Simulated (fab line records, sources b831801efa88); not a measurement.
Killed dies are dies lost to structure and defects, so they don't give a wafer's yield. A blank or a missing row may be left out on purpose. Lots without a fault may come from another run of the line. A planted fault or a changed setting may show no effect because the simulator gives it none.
fab line records | flow sky130
record lots=14 wafers=42 last_day=50
route steps=708 shown FIELD_ISO@18 VT_ADJUST_HVTP@93 VT_ADJUST_NCORE@128
lots that met no fault: from a run of the same line without faults
start_h: hours from the record's first day to the start of the lot's first wafer shown | wait_h: hours since the lot's step before | " the same as in the row above | L1.1+2: a row that stands for several wafers | - no value, or no start given | * or withheld: withheld | < > ~ a bound
route shown NAME@n: a module of which the file shows steps, and the number in the route of the first | usual: mean/standard deviation of fault-free wafers | same: alike in all rows | chamber/n: place in a boat | sites: the reading at each site | _std_site: their standard deviation | _edge_site: outer sites' mean less inner sites' | radius_mm: how far each site lies from the wafer's centre | mask NAME#n: copy n | behind: the tool/chamber that last shaped the wafer | hold: why the lot was held/for how many hours/how that ended | device: the transistor (n, p or np) that didn't switch | end of line: the same wafers' tests at the end of the route | a step without rows: its recipe alone | killed: dies lost to structure and defects at the first sort, not the wafer's yield | map: a wafer's dies, x killed, . not, _ none there
set.NAME: the setting as run; set.NAME@STEP: as run at that earlier step | model.NAME: the simulator's own value behind a step, which no gauge read
steps of the route over a sample of lots; a table a step, a row a wafer
services: from which hour (start_h, from the record's first day; less than 0 if before it) a tool's chamber was out of use, for how many hours, and why
## steps
# step SKY_FIELD_ISO_ETCH_17
# recipe target_depth_a=3420 mask_material=Si3N4 chemistry=HBr/Cl2/O2 target=Si taper_deg=5 icp_w=600 bias_w=150 pressure_mtorr=15 HBr_flow_sccm=150 Cl2_flow_sccm=40 O2_flow_sccm=6 time_s=97.7
# usual drypump_motor_current_A=5.80/0.28 oes_product_au=0.997/0.0079 throttle_valve_pct=25.659/0.01
# columns lot.wafer tool chamber start_h wait_h drypump_motor_current_A oes_product_au rf_hours_counter_h throttle_valve_pct
L611.2 rie_si-01 2 38.81 0.1 5.96 0.994 125 25.658
L611.4 " 1 " " 5.82 1.007 84 25.654
L611.5 " 1 " " 5.86 0.994 - 25.662
L614.1 rie_si-01 1 55.47 0.1 5.90 1.002 84 25.655
L614.3 " 2 " " 5.95 1.001 125 25.666
L614.6 " 0 " " 5.48 1.007 - 25.650
L615.1 rie_si-01 1 61.31 0.1 5.84 0.996 84 25.650
L615.2 " 0 " " 5.47 1.013 131 25.642
L615.5 " 0 " " 5.47 0.998 - 25.646
L616.1 rie_si-02 1 64.28 0.1 5.67 1.000 148 25.640
L616.2 " 2 " " 5.40 0.993 29 25.656
L616.6 " 1 " " 5.65 0.996 - 25.666
L617.1 rie_si-01 0 71.01 0.1 5.45 1.011 131 25.646
L617.4 " 2 " " 5.95 0.999 125 25.653
L617.6 " 0 " " 5.46 0.996 - 25.660
L619.2 rie_si-02 1 80.70 0.1 5.66 0.990 148 25.661
L619.5 " 3 " " 5.93 1.004 - 25.668
L619.6 " 0 " " 5.96 0.993 - 25.665
L621.2 rie_si-01 2 92.20 0.1 5.96 0.988 125 25.677
L621.5 " 1 " " 5.84 0.994 - 25.658
L621.6 " 2 " " 5.95 0.990 - 25.664
L622.2 rie_si-02 0 97.28 0.1 5.95 1.008 110 25.674
L622.4 " 0 " " 5.96 0.987 - 25.649
L622.5 " 2 " " 5.37 1.008 - 25.671
L623.1 rie_si-01 0 102.36 0.1 5.48 0.998 131 25.659
L623.5 " 3 " " 6.25 1.000 - 25.655
L623.6 " 2 " " 5.93 0.995 - 25.672
L624.1 rie_si-01 3 111.81 0.1 6.26 0.994 16 25.649
L624.2 " 2 " " 5.93 0.997 125 25.655
L624.6 " 0 " " 5.47 1.006 - 25.656
L625.1 rie_si-01 0 116.50 0.1 5.46 1.007 131 25.650
L625.4 " 3 " " 6.29 0.994 16 25.655
L625.6 " 1 " " 5.89 0.986 - 25.657
L626.1 rie_si-01 0 122.41 0.1 5.46 1.014 131 25.660
L626.3 " 1 " " 5.88 0.990 85 25.674
L626.4 " 3 " " 6.26 0.997 16 25.646
L629.1 rie_si-01 3 131.33 0.1 6.28 1.001 16 25.658
L629.5 " 3 " " 6.31 1.005 - 25.669
L629.6 " 2 " " 5.92 1.003 - 25.658
L632.1 rie_si-01 0 148.28 0.1 5.45 1.007 131 25.653
L632.3 " 3 " " 6.28 1.008 16 25.651
L632.5 " 0 " " 5.45 1.004 - 25.651
# step SKY_VT_ADJUST_HVTP_OVL_MEAS_08
# usual VT_ADJUST_HVTP_OVL=1.3/1.3
# columns lot.wafer tool chamber start_h wait_h VT_ADJUST_HVTP_OVL[nm]
L611.2 overlay-01 - 132.26 0.1 2.8
L611.4 " - " " 2.4
L611.5 " - " " 1.9
L614.1 overlay-01 - 150.16 0.1 1.7
L614.3 " - " " 1.2
L614.6 " - " " 1.5
L615.1 overlay-01 - 157.37 0.1 1.0
L615.2 " - " " 3.1
L615.5 " - " " 3.6
L616.1 overlay-01 - 164.52 0.1 2.6
L616.2 " - " " 2.5
L616.6 " - " " 1.8
L617.1 overlay-01 - 171.72 0.1 0.3
L617.4 " - " " 0.8
L617.6 " - " " -0.2
L619.2 overlay-01 - 195.86 0.1 3.5
L619.5 " - " " 2.1
L619.6 " - " " 2.6
L621.2 overlay-01 - 204.52 0.1 2.5
L621.5 " - " " 3.4
L621.6 " - " " 2.5
L622.2 overlay-02 - 208.88 0.1 0.5
L622.4 " - " " 0.8
L622.5 " - " " 0.7
L623.1 overlay-02 - 210.12 0.1 2.3
L623.5 " - " " 2.5
L623.6 " - " " 2.5
L624.1 overlay-01 - 222.48 0.1 1.3
L624.2 " - " " 1.4
L624.6 " - " " 0.5
L625.1 overlay-02 - 231.91 0.1 -0.3
L625.4 " - " " 0.6
L625.6 " - " " 0.0
L626.1 overlay-02 - 235.31 0.1 -0.1
L626.3 " - " " 0.3
L626.4 " - " " -2.1
L629.1 overlay-02 - 246.38 0.1 -0.4
L629.5 " - " " 0.0
L629.6 " - " " -0.3
L632.1 overlay-02 - 266.43 0.1 1.1
L632.3 " - " " 0.9
L632.5 " - " " 1.7
# step SKY_VT_ADJUST_HVTP_TW_MEAS_11
# usual VT_ADJUST_HVTP_TW=1347/9.7
# columns lot.wafer tool chamber start_h wait_h VT_ADJUST_HVTP_TW
L611.2 film_metro-01 - 132.55 0.1 1340
L611.4 " - " " 1345
L611.5 " - " " 1336
L614.1 film_metro-01 - 150.44 0.1 1344
L614.3 " - " " 1344
L614.6 " - " " 1341
L615.1 film_metro-02 - 157.65 0.1 1350
L615.2 " - " " 1355
L615.5 " - " " 1352
L616.1 film_metro-01 - 164.80 0.1 1330
L616.2 " - " " 1343
L616.6 " - " " 1330
L617.1 film_metro-01 - 172.00 0.1 1347
L617.4 " - " " 1344
L617.6 " - " " 1342
L619.2 film_metro-02 - 196.15 0.1 1355
L619.5 " - " " 1360
L619.6 " - " " 1363
L621.2 film_metro-04 - 204.81 0.1 1358
L621.5 " - " " 1355
L621.6 " - " " 1361
L622.2 film_metro-04 - 209.17 0.1 1352
L622.4 " - " " 1357
L622.5 " - " " 1354
L623.1 film_metro-01 - 210.40 0.1 1335
L623.5 " - " " 1337
L623.6 " - " " 1335
L624.1 film_metro-02 - 222.76 0.1 1369
L624.2 " - " " 1360
L624.6 " - " " 1361
L625.1 film_metro-01 - 232.19 0.1 1333
L625.4 " - " " 1331
L625.6 " - " " 1335
L626.1 film_metro-04 - 235.59 0.1 1354
L626.3 " - " " 1351
L626.4 " - " " 1351
L629.1 film_metro-02 - 246.66 0.1 1360
L629.5 " - " " 1364
L629.6 " - " " 1364
L632.1 film_metro-01 - 266.71 0.1 1332
L632.3 " - " " 1321
L632.5 " - " " 1330
# step SKY_VT_ADJUST_NCORE_IMPLANT_09
# recipe species=B energy_kev=10 dose_cm2=2.4e+12 tilt_deg=withheld
# usual beam_energy_keV=9.9997/0.0028 beam_on_s=9.99/0.22 dose_ions_cm2=2.3997e+12/2.4e+09
# columns lot.wafer tool chamber start_h wait_h beam_energy_keV beam_on_s dose_ions_cm2
L611.2 implanter-03 0 192.10 0.0 9.9967 9.78 2.3963e+12
L611.4 " 0 " " 9.9975 9.82 2.401e+12
L611.5 " 0 " " 9.9999 9.85 2.3966e+12
L614.1 implanter-04 0 213.40 0.0 10.002 10.12 2.3958e+12
L614.3 " 0 " " 10.000 10.19 2.4005e+12
L614.6 " 0 " " 9.9992 9.86 2.3958e+12
L615.1 implanter-04 0 220.65 0.0 9.9993 9.67 2.4039e+12
L615.2 " 0 " " 10.001 10.02 2.4004e+12
L615.5 " 0 " " 10.003 9.89 2.398e+12
L616.1 implanter-04 0 229.90 0.0 9.9989 9.89 2.399e+12
L616.2 " 0 " " 9.9998 10.36 2.3968e+12
L616.6 " 0 " " 10.002 9.98 2.3986e+12
L617.1 implanter-02 0 237.89 0.0 10.001 10.11 2.4039e+12
L617.4 " 0 " " 10.000 9.80 2.4011e+12
L617.6 " 0 " " 10.001 9.77 2.3979e+12
L619.2 implanter-02 0 264.41 0.0 10.000 10.06 2.4e+12
L619.5 " 0 " " 9.9997 10.32 2.3968e+12
L619.6 " 0 " " 9.9987 10.25 2.3995e+12
L621.2 implanter-03 0 274.43 0.0 9.9998 9.95 2.401e+12
L621.5 " 0 " " 10.002 9.95 2.3997e+12
L621.6 " 0 " " 10.002 9.79 2.3988e+12
L622.2 implanter-02 0 279.46 0.0 10.000 9.83 2.3967e+12
L622.4 " 0 " " 9.9997 9.93 2.3982e+12
L622.5 " 0 " " 9.9991 9.95 2.3976e+12
L623.1 implanter-04 0 281.28 0.0 9.9938 9.35 2.4006e+12
L623.5 " 0 " " 9.9995 10.03 2.3981e+12
L623.6 " 0 " " 9.9997 9.97 2.4044e+12
L624.1 implanter-04 - 295.00 0.0 - - -
L624.2 " - " " - - -
L624.6 " - " " - - -
L625.1 implanter-03 - 305.28 0.0 - - -
L625.4 " - " " - - -
L625.6 " - " " - - -
L626.1 implanter-04 0 309.31 0.0 10.001 9.79 2.3974e+12
L626.3 " 0 " " 10.001 10.00 2.4001e+12
L626.4 " 0 " " 10.004 10.07 2.3946e+12
L629.1 implanter-03 0 321.65 0.0 9.9993 10.00 2.4006e+12
L629.5 " 0 " " 10.000 10.27 2.4047e+12
L629.6 " 0 " " 9.9975 10.17 2.3986e+12
L632.1 implanter-03 0 345.06 0.0 9.9981 9.65 2.3993e+12
L632.3 " 0 " " 9.9995 10.22 2.4014e+12
L632.5 " 0 " " 9.9964 9.92 2.3981e+12
# step SKY_VT_ADJUST_NCORE_TW_MEAS_11
# usual VT_ADJUST_NCORE_TW=218.2/1.7
# columns lot.wafer tool chamber start_h wait_h VT_ADJUST_NCORE_TW
L611.2 film_metro-03 - 192.33 0.1 220.2
L611.4 " - " " 219.7
L611.5 " - " " 220.8
L614.1 film_metro-01 - 213.65 0.1 216.2
L614.3 " - " " 214.5
L614.6 " - " " 215.0
L615.1 film_metro-01 - 220.90 0.1 216.4
L615.2 " - " " 216.2
L615.5 " - " " 216.4
L616.1 film_metro-04 - 230.15 0.1 218.4
L616.2 " - " " 218.0
L616.6 " - " " 217.0
L617.1 film_metro-03 - 238.14 0.1 217.6
L617.4 " - " " 218.2
L617.6 " - " " 216.9
L619.2 film_metro-01 - 264.64 0.1 214.7
L619.5 " - " " 216.1
L619.6 " - " " 215.0
L621.2 film_metro-04 - 274.66 0.1 219.5
L621.5 " - " " 219.8
L621.6 " - " " 219.3
L622.2 film_metro-01 - 279.69 0.1 215.5
L622.4 " - " " 215.9
L622.5 " - " " 215.4
L623.1 film_metro-04 - 281.53 0.1 219.8
L623.5 " - " " 219.2
L623.6 " - " " 219.4
L624.1 film_metro-03 - 295.25 0.1 30.1
L624.2 " - " " 30.2
L624.6 " - " " 30.1
L625.1 film_metro-01 - 305.53 0.1 29.8
L625.4 " - " " 29.8
L625.6 " - " " 29.8
L626.1 film_metro-01 - 309.56 0.1 217.5
L626.3 " - " " 218.6
L626.4 " - " " 217.0
L629.1 film_metro-01 - 321.90 0.1 216.9
L629.5 " - " " 217.7
L629.6 " - " " 216.2
L632.1 film_metro-03 - 345.31 0.1 218.5
L632.3 " - " " 219.7
L632.5 " - " " 220.2
## services
# columns tool chamber start_h hours kind
implanter-02 - 18.49 1.0 repair
implanter-02 - 41.77 9.3 repair
rie_si-02 3 43.74 8.6 repair
rie_si-01 0 82.94 5.3 repair
rie_si-01 0 163.48 - clean
rie_si-01 0 163.48 15.0 scheduled_down
rie_si-01 0 163.48 15.0 vent_cycle
implanter-02 - 163.65 2.7 pm
implanter-04 - 187.33 6.3 pm
implanter-03 - 207.63 40.9 repair
implanter-04 - 243.52 4.8 pm
rie_si-02 3 248.05 5.3 repair
implanter-03 - 248.52 6.2 pm
rie_si-01 1 264.09 2.2 repair
rie_si-01 3 267.67 1.3 repair
implanter-03 - 269.65 3.3 repair
rie_si-02 2 286.36 5.4 repair
rie_si-02 0 286.68 4.4 repair
implanter-02 - 309.21 5.5 pm
rie_si-02 0 317.65 1.5 repair
rie_si-02 - 322.47 2.8 pm
rie_si-01 0 332.01 15.9 repair
rie_si-02 3 336.20 5.0 repair
implanter-04 - 343.14 1.0 repair
## key
first_sign step=SKY_VT_ADJUST_NCORE_IMPLANT_09 reading=tool_record direction=missing
effect step=SKY_VT_ADJUST_NCORE_TW_MEAS_11 reading=VT_ADJUST_NCORE_TW direction=down sigmas=99+ usual=218.2 struck=30.0
met_at SKY_VT_ADJUST_NCORE_IMPLANT_09
struck_lots L624,L625
later_rows_left_out L624.1,L624.2,L624.6,L625.1,L625.4,L625.6
sort_left_out L624.1,L624.2,L624.6,L625.1,L625.4,L625.6
tester_left_out L624,L625
not_acting_at SKY_FIELD_ISO_ETCH_17,SKY_VT_ADJUST_HVTP_OVL_MEAS_08,SKY_VT_ADJUST_HVTP_TW_MEAS_11
onset_between 281.28 295.00
fault kind=skipped_step_whole tool=implanter-03,implanter-04 chamber=- onset_h=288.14 steps=SKY_VT_ADJUST_NCORE_IMPLANT_09 scope=struck_lots_only
# tester_left_out: of these lots the tester's yield and bins aren't shown, on N5 and GAA mostly nor the transistor test; their killed dies are dies lost to structure and defects alone, not to doping, threshold or leakage, so they don't give the yield
# sort_left_out: the simulated sort isn't trusted on such a fault, so these wafers' sort isn't shown, and their yield isn't known
# later_rows_left_out: the simulator's readings of these wafers behind a module that went badly wrong aren't trusted and aren't shown, but for the sort
